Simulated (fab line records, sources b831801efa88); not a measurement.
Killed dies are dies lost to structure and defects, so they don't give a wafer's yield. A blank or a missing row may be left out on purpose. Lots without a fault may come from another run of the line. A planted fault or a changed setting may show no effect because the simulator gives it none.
One fault seen from 2 desks | flow gf180mcu | each desk has only its own numbers; what lay behind them comes last

THE METROLOGY DESK
What the gauges read, lot by lot, whatever tool the lot ran on: means of the sampled wafers that have a number. A lot is out of limits, marked OUT, if its mean lies more than 4 standard deviations from the usual mean; the brackets give that distance.
Columns: A = POLY_GATE_CVD_00_THK at GF_POLY_GATE_THK_MEAS_01, usual 200.3 nm; B = HV_LDD_TW at GF_HV_LDD_TW_MEAS_11, usual 2388
lot  | first seen here | A     | B
L911 | day 8 21:26     | 200.6 | 2440
L910 | day 8 22:58     | 203.8 | 2454
L914 | day 9 12:42     | 200.8 | 2371
L917 | day 10 12:42    | 201.2 | 2451
L918 | day 10 15:46    | 198.4 | 2355
L919 | day 10 21:45    | 202.0 | 2346
L920 | day 11 04:33    | 199.2 | 2349
L927 | day 14 01:20    | 199.0 | 2343
L928 | day 14 10:11    | 198.9 | 2465
L929 | day 14 11:29    | 203.0 | 2463
L931 | day 14 22:59    | 198.3 | 2463
L930 | day 15 01:56    | 197.2 | 2340
L932 | day 15 15:19    | 199.4 | 2338
L933 | day 15 18:59    | 198.7 | 2345
This desk's finding: nothing out of limits on any of the 14 lots.

THE TOOL OWNER'S DESK: litho_track-02
The tool's own readings at GF_HV_LDD_SOFTBAKE_03 (time 60 s): means of the sampled wafers that have a number, for each lot that ran on this tool. A lot is out of limits, marked OUT, if its mean lies more than 4 standard deviations from the usual mean; the brackets give that distance.
Columns: A = run_length_s at GF_HV_LDD_SOFTBAKE_03, usual 89.16 s
lot  | first seen here | A
L910 | day 10 04:13    | 89.13
L919 | day 12 05:26    | 92.23 (+28) OUT
L920 | day 12 13:17    | 92.16 (+27) OUT
L927 | day 15 10:07    | 89.11
L929 | day 15 21:04    | 89.08
L932 | day 17 02:00    | 89.17
This desk's finding: out of limits on L919, L920; first on L919, day 12 05:26 (run_length_s at GF_HV_LDD_SOFTBAKE_03). In limits: L910, L927, L929, L932.

PUT TOGETHER
The tool owner's desk could have raised an alarm at day 12 05:26, on L919, L920.
The metrology desk saw nothing out of limits.
The metrology desk has L919, L920 on record, within its limits.
Of the lots named, all ran GF_HV_LDD_SOFTBAKE_03 on litho_track-02.

WHAT THE SIMULATOR HAD PUT IN
Process parameter drift: litho_track-02, from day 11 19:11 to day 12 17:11, at GF_HV_LDD_SOFTBAKE_03. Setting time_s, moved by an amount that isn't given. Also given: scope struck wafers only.
Lots struck among those shown: L919, L920.
Hours from the fault's start to each desk's first reading out of limits: the tool owner's desk, 10.
